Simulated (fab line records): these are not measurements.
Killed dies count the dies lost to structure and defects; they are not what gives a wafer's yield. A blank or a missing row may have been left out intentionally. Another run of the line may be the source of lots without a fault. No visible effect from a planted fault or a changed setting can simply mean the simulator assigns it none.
A lot that was struck, set against a sound lot ; flow sky130 ; 18 out of 708 route steps
Sound: these wafers, L576.1, L576.3, L576.4. Wafers struck: L578.1, L578.4, L578.6. Last of all comes the cause.
Each step with rows lists, per side, the tool, then ch with its chambers, then its first start. Under that, the readings that differ: sound wafers ; struck wafers ; difference of the means ; sigmas: that difference in standard deviations of wafers without a fault.
alike: words and numbers the same on both sides, and readings whose means are apart by under 2 such deviations; not compared: readings that were withheld, readings missing a value for some wafer, numbers with overlapping values and no deviation given by the record, and bounds like >300 which may hide the same value.
A row with sigmas, a row that says differs or no value, or rows on one side alone: a step with any of these is where the two part. Numbers that have no deviation but don't overlap get no sigmas and don't part them. A reading missing from all wafers of one side parts the sides only when that side holds two or more wafers.

first, 2 steps without rows for these wafers: SKY_CONTACT_PEB_12; SKY_CONTACT_DEVELOP_13 (develop time 60 s).
SKY_CONTACT_CD_MEAS_14: target cd 170 nm.
  sound on cd-sem-02 at day 34 02:37; struck on cd-sem-01 at day 34 11:02
  alike: cd-nm
SKY_CONTACT_OVL_MEAS_15:
  sound on overlay-02 at day 34 02:44; struck on overlay-01 at day 34 11:09
  alike: CONTACT_OVL
SKY_CONTACT_ETCH_16: etches BARC in N2/H2, stops on SiO2, time 45.9 s, target depth 60 nm.
  sound on rie-diel-04 ch 0,1,3, day 34 02:47; struck on rie-diel-04 ch 0,2,3, day 34 11:11
  alike: drypump-motor-current-A, oes-product-au, throttle-valve-pct
  not compared: rf-hours-counter-h
SKY_CONTACT_ETCH_17: etches SiO2 in C4F8/O2/Ar, stops on Si3N4, target depth 340 nm.
  sound on rie-diel-04 ch 0,1,3, day 34 02:49; struck on rie-diel-04 ch 0,2,3, day 34 11:14
  alike: oes-product-au
SKY_CONTACT_ETCH_18: etches Si3N4 in CHF3/O2, stops on TiN, time 39 s, target depth 75 nm.
  sound on rie-diel-04 ch 0,1,3; struck on rie-diel-04 ch 0,2,3
  alike: chf3-flow-sccm, drypump-motor-current-A, oes-product-au, throttle-valve-pct
  not compared: rf-hours-counter-h
SKY_CONTACT_STRIP_19: strips in O2/N2.
  sound on plasma-asher-02 ch 0,1, day 34 02:55; struck on plasma-asher-03 ch 0,1, day 34 11:19
  alike: drypump-motor-current-A, oes-product-au, strip-time-to-endpoint-s
  not compared: rf-hours-counter-h
then, 4 steps without rows for these wafers: SKY_CONTACT_STRIP_20 (strips in post etch residue remover, time 1200 s); SKY_CONTACT_CLEAN_21 (cleans in IPA, time 180 s); SKY_CONTACT_CLEAN_22 (cleans in O3/DIW); SKY_CONTACT_SPUTTER_23 (material TiN, target thk 20 nm, time 80 s).
SKY_CONTACT_CVD_24: deposits W, target thk 340 nm, time 102.12 s.
  sound on cvd-w-02 ch 0,1, day 34 03:34; struck on cvd-w-01 ch 0,1, day 34 11:58
reading;sound;struck;difference;sigmas
model.W_of_CONTACT_CVD_24.thk-nm (nm);347.9 343.3 340.9;381.3 380 373;+34.1;
  alike: heater-power-w
SKY_CONTACT_RS_MEAS_25: uses a four-point probe to measure.
  sound on film-metro-04 at day 34 03:41; struck on film-metro-03 at day 34 12:22
reading;sound;struck;difference;sigmas
CONTACT_W_RS (ohm/sq);0.331 0.335 0.338;0.301 0.302 0.308;-0.031;-7
  not compared: hold
SKY_CONTACT_THK_MEAS_26: measures by xrf.
  sound on film-metro-04 at day 34 03:48; struck on film-metro-03 at day 34 16:28
reading;sound;struck;difference;sigmas
CONTACT_W_THK (nm);342 338 337;379 378 371;+37;+8
  not compared: hold
SKY_CONTACT_CMP_27: polishes, stops on SiO2, t overpolish 15 s, target thk 0 nm.
  sound on cmp-01 ch 1,2,3, day 34 04:04; struck on cmp-01 ch 0,2,3, day 34 22:07
reading;sound;struck;difference;sigmas
hold;- - -;await-dispo/5.5h/release await-dispo/5.5h/release await-dispo/5.5h/release;no value on the sound wafers;
time-to-endpoint-s (s);89 86 85;95 101 97;+11;+3
  alike: motor-current-A
SKY_METAL1_SPUTTER_00: material Ti, target thk 15 nm, time 10 s.
  sound on pvd-sputter-01 at day 34 04:22; struck on pvd-sputter-01 at day 34 22:19
  alike: chamber-pressure-pa, throttle-valve-pct
-- the record jumps here: 13 days lie between the struck wafers' starts before and after (it left off in module METAL1 and takes up again in module PAD_OPEN, whose first step shown is number 708 of the route) --
SKY_PAD_OPEN_PROBE_99:
  record: rows for the struck wafers here (prober-01, day 47 22:20), none for the sound ones

== WHERE THEY PART ==
First at SKY_CONTACT_RS_MEAS_25; last, within this record, at SKY_PAD_OPEN_PROBE_99.

WHY: what had been put in by the simulator
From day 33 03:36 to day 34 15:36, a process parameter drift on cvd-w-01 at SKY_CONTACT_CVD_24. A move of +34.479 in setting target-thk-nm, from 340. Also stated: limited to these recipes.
